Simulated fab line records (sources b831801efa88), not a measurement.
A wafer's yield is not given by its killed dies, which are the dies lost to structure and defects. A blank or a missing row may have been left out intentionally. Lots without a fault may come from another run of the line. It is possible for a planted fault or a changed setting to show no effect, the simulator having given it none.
A struck lot beside a sound one	flow gf180mcu	44 out of 602 route steps
Sound: the wafers L188.1, L188.2, L188.3. Struck: wafers L204.3, L204.4, L204.6. The cause is named last.
Order at every step that has rows: each side's tool, ch and its chambers, its first start. Under that, the readings that differ: sound wafers	struck wafers	difference of the means	sigmas: that difference in standard deviations of wafers without a fault.
alike: a reading whose means differ by less than 2 such deviations, as well as words and numbers matching on both sides. not compared: withheld readings; readings where some wafer has no value; bounds like >300 that might hide an equal value; numbers whose values overlap and for which the record gives no deviation.
Wherever a step has rows on one side only, a row that says differs or no value, or a row with sigmas, the two part there. When numbers do not overlap yet have no deviation, they are printed without sigmas and do not part them. A reading missing from all wafers of one side parts the sides only when that side holds two or more wafers.

first, 2 steps without rows for these wafers: GF_MVSD_IMPLANT_08; GF_MVSD_IMPLANT_09.
GF_MVSD_STRIP_10: strips in O2/N2.
  sound on plasma_asher-03 ch 0,1, day 4 09:42; struck on plasma_asher-02 ch 0,1, day 8 10:38
  alike: drypump_motor_current_A, heater_power_w, o2_flow_sccm, oes_product_au, strip_time_to_endpoint_s
  not compared: rf_hours_counter_h
GF_MVSD_TW_MEAS_11:
  sound on film_metro-01, day 4 09:48; struck on film_metro-01, day 8 10:43
  alike: MVSD_TW
then, 7 steps without rows for these wafers: GF_MVPSD_DEHYDRATE_00 (time 60 s); GF_MVPSD_HMDS_01 (prime time 60 s); GF_MVPSD_COAT_02 (resist thk 3000 nm); GF_MVPSD_SOFTBAKE_03; GF_MVPSD_EXPOSE_04 (exposes mask MVPSD, target cd 1000 nm); GF_MVPSD_PEB_05; GF_MVPSD_DEVELOP_06 (develop time 60 s).
GF_MVPSD_OVL_MEAS_07:
  sound on overlay-02, day 4 23:34; struck on overlay-02, day 9 03:16
  alike: MVPSD_OVL
GF_MVPSD_IMPLANT_08:
  sound on implanter-02 ch 0, day 4 23:35; struck on implanter-01 ch 0, day 9 03:21
reading	sound	struck	difference	sigmas
implant_ion_amu	11 11 11	49 49 49	+38	
model.implant.rp_nm (nm)	466.1 466.1 466.1	119.2 119.2 119.2	-346.9	
model.implant.drp_nm (nm)	102.4 102.4 102.4	49.81 49.81 49.81	-52.59	
  alike: dose_ions_cm2
next, for these wafers, 1 step has no rows: GF_MVPSD_IMPLANT_09.
GF_MVPSD_STRIP_10: strips in O2/N2.
  sound on plasma_asher-02 ch 0,1, day 4 23:53; struck on plasma_asher-04 ch 0,1, day 9 03:38
  alike: drypump_motor_current_A, heater_power_w, o2_flow_sccm, oes_product_au, strip_time_to_endpoint_s
  not compared: rf_hours_counter_h
GF_MVPSD_TW_MEAS_11:
  sound on film_metro-04, day 4 23:59; struck on film_metro-03, day 9 03:43
reading	sound	struck	difference	sigmas
MVPSD_TW	545 548 548	1035 1037 1038	+490	+99 or more
then, 7 steps without rows for these wafers: GF_VT_IMPLANT_DEHYDRATE_00 (time 60 s); GF_VT_IMPLANT_HMDS_01 (prime time 60 s); GF_VT_IMPLANT_COAT_02 (resist thk 1000 nm); GF_VT_IMPLANT_SOFTBAKE_03 (time 60 s); GF_VT_IMPLANT_EXPOSE_04 (exposes mask LVPWELL LV AREA, target cd 600 nm); GF_VT_IMPLANT_PEB_05; GF_VT_IMPLANT_DEVELOP_06 (develop time 60 s).
GF_VT_IMPLANT_OVL_MEAS_07:
  sound on overlay-01, day 5 14:28; struck on overlay-01, day 9 20:10
  alike: VT_IMPLANT_OVL
next, for these wafers, 1 step has no rows: GF_VT_IMPLANT_IMPLANT_08.
GF_VT_IMPLANT_STRIP_09: strips in O2/N2.
  sound on plasma_asher-01 ch 0,1, day 5 14:39; struck on plasma_asher-01 ch 0,1, day 9 20:23
  alike: drypump_motor_current_A, heater_power_w, o2_flow_sccm, oes_product_au, strip_time_to_endpoint_s
  not compared: rf_hours_counter_h
GF_VT_IMPLANT_TW_MEAS_10:
  sound on film_metro-02, day 5 14:45; struck on film_metro-01, day 9 20:28
  alike: VT_IMPLANT_TW
then, 7 steps without rows for these wafers: GF_VT_IMPLANT_DEHYDRATE_11 (time 60 s); GF_VT_IMPLANT_HMDS_12 (prime time 60 s); GF_VT_IMPLANT_COAT_13 (resist thk 1000 nm); GF_VT_IMPLANT_SOFTBAKE_14 (time 60 s); GF_VT_IMPLANT_EXPOSE_15 (exposes mask Nwell LV AREA, target cd 860 nm); GF_VT_IMPLANT_PEB_16; GF_VT_IMPLANT_DEVELOP_17 (develop time 60 s).
GF_VT_IMPLANT_OVL_MEAS_18:
  sound on overlay-02, day 6 05:46; struck on overlay-02, day 10 14:04
  alike: VT_IMPLANT_01_OVL
next, for these wafers, 1 step has no rows: GF_VT_IMPLANT_IMPLANT_19.
GF_VT_IMPLANT_STRIP_20: strips in O2/N2.
  sound on plasma_asher-01 ch 0,1, day 6 05:57; struck on plasma_asher-04 ch 0,1, day 10 14:17
  alike: drypump_motor_current_A, heater_power_w, o2_flow_sccm, oes_product_au, strip_time_to_endpoint_s
  not compared: rf_hours_counter_h
GF_VT_IMPLANT_TW_MEAS_21:
  sound on film_metro-02, day 6 06:03; struck on film_metro-01, day 10 14:22
reading	sound	struck	difference	sigmas
VT_IMPLANT_2_TW	1236 1238 1235	1221 1214 1210	-21	-2
then, 4 steps without rows for these wafers: GF_VT_IMPLANT_DEHYDRATE_22 (time 60 s); GF_VT_IMPLANT_HMDS_23 (prime time 60 s); GF_VT_IMPLANT_COAT_24 (resist thk 1000 nm); GF_VT_IMPLANT_SOFTBAKE_25 (time 60 s).
GF_VT_IMPLANT_RS_MEAS_49: measures by four-point-probe.
  sound on film_metro-04, day 7 14:04; struck on film_metro-03, day 12 04:19
reading	sound	struck	difference	sigmas
MVPSD_RS (ohm/sq)	1172 1165 1170	1562 1564 1562	+394	+99 or more
-- record jumps: 21 days separate the struck wafers' starts on either side; left off in module VT_IMPLANT, taken up again in module PASSIVATION, whose first shown step is the route's number 602 --
GF_PASSIVATION_PROBE_99:
  record: rows for the struck wafers here (prober-01, day 33 13:56), none for the sound ones

## WHERE THEY PART
First at GF_MVPSD_TW_MEAS_11; last, within this record, at GF_PASSIVATION_PROBE_99.

WHY: whatever the simulator had introduced
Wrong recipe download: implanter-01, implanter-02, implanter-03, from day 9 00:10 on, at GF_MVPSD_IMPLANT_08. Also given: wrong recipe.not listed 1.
